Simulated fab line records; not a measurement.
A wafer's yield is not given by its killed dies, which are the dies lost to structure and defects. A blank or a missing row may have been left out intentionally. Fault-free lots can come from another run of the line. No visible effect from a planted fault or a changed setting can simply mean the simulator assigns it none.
Which tool did it? | flow gf180mcu | 15 lots with 45 wafers sampled at 2 steps, on a route of 602 steps

== WHAT THE GAUGES READ, wafer by wafer ==
GF_M5_CD_MEAS_07: target cd 280 nm.
lot  | measured     | on       | cdNm (nm)
L227 | day 26 01:07 | cdSem-01 | 280.9 281.4 280.7
L228 | day 26 06:02 | cdSem-02 | 280.7 279.1 279.1
L229 | day 26 17:59 | cdSem-01 | 279.7 278.1 278.9
L231 | day 27 15:58 | cdSem-02 | 279.5 279.7 278.6
L232 | day 27 17:40 | cdSem-02 | 282.2 282.0 281.9
L233 | day 28 02:20 | cdSem-02 | 280.4 280.6 279.7
L234 | day 28 13:51 | cdSem-02 | 281.8 281.9 281.2
L236 | day 29 15:31 | cdSem-02 | 280.7 281.3 280.9
L240 | day 30 14:13 | cdSem-02 | 280.2 280.3 278.5
L242 | day 30 17:46 | cdSem-01 | 278.6 279.4 279.6
L241 | day 31 00:17 | cdSem-01 | 279.6 278.4 277.7
L245 | day 31 14:37 | cdSem-02 | 282.2 281.2 281.8
L248 | day 32 08:28 | cdSem-02 | 279.7 280.2 280.1
L249 | day 32 15:41 | cdSem-02 | 280.4 280.3 280.4
L250 | day 32 20:22 | cdSem-01 | 278.3 277.8 278.1

GF_V5_THK_MEAS_01.
lot  | measured     | on           | V5_CVD_00_THK (nm)
L227 | day 26 02:02 | filmMetro-02 | 303.0 305.9 300.8
L228 | day 26 07:05 | filmMetro-03 | 299.7 298.6 301.2
L229 | day 26 18:54 | filmMetro-04 | 301.7 302.2 302.1
L231 | day 27 16:53 | filmMetro-02 | 302.4 297.2 301.4
L232 | day 27 18:41 | filmMetro-03 | 305.1 303.9 303.3
L233 | day 28 03:17 | filmMetro-04 | 301.6 300.0 304.4
L234 | day 28 14:43 | filmMetro-02 | 300.8 300.7 297.9
L236 | day 29 16:30 | filmMetro-02 | 299.7 301.0 302.7
L240 | day 30 15:05 | filmMetro-04 | 300.9 304.3 299.8
L242 | day 30 18:37 | filmMetro-03 | 304.8 300.7 302.1
L241 | day 31 01:08 | filmMetro-03 | 295.9 300.1 303.8
L245 | day 31 15:33 | filmMetro-04 | 301.0 298.5 301.9
L248 | day 32 09:19 | filmMetro-02 | 305.5 299.0 304.0
L249 | day 32 16:55 | filmMetro-03 | 303.1 300.1 296.3
L250 | day 32 21:14 | filmMetro-03 | 301.2 302.9 299.6

== WHAT TOOL EACH LOT RAN ON (gives the tool, then ch and the chambers of the sampled wafers, and finally the start) ==
The record holds no process step before these readings.

== WHAT THE TOOLS THEMSELVES READ (means of the sampled wafers that have a number; where no wafer has one, the mark that the record gives instead) ==
The record holds no such reading with a usual standard deviation.

== THE ANSWER, worked out from the rows above alone ==
Rule: what is usual is taken from the lots themselves. The widest of any qualifying gaps counts: lots, ordered by their means at a reading, are off when they make up no more than a third of the lots, leave a main group of 4 or more, and stand apart from it by 3 or more times the standard deviation of that group's means. A main group whose means are all the same, to the digits that the tables above print for the reading, isn't used. Also off: a lot with no number at a reading for which 4 or more lots have one. Where the step has rows for the other lots, those lots are counted as sound. First the gauges in route order, then the tools' own readings, where a lot's mean is used as printed above. At the first step where some lot is off, the reading lying furthest off is the one used; lots without a number count as furthest.
Across all readings shown, no lot is off: no conclusion can be drawn from this.

== WHAT THE SIMULATOR HAD INSERTED ==
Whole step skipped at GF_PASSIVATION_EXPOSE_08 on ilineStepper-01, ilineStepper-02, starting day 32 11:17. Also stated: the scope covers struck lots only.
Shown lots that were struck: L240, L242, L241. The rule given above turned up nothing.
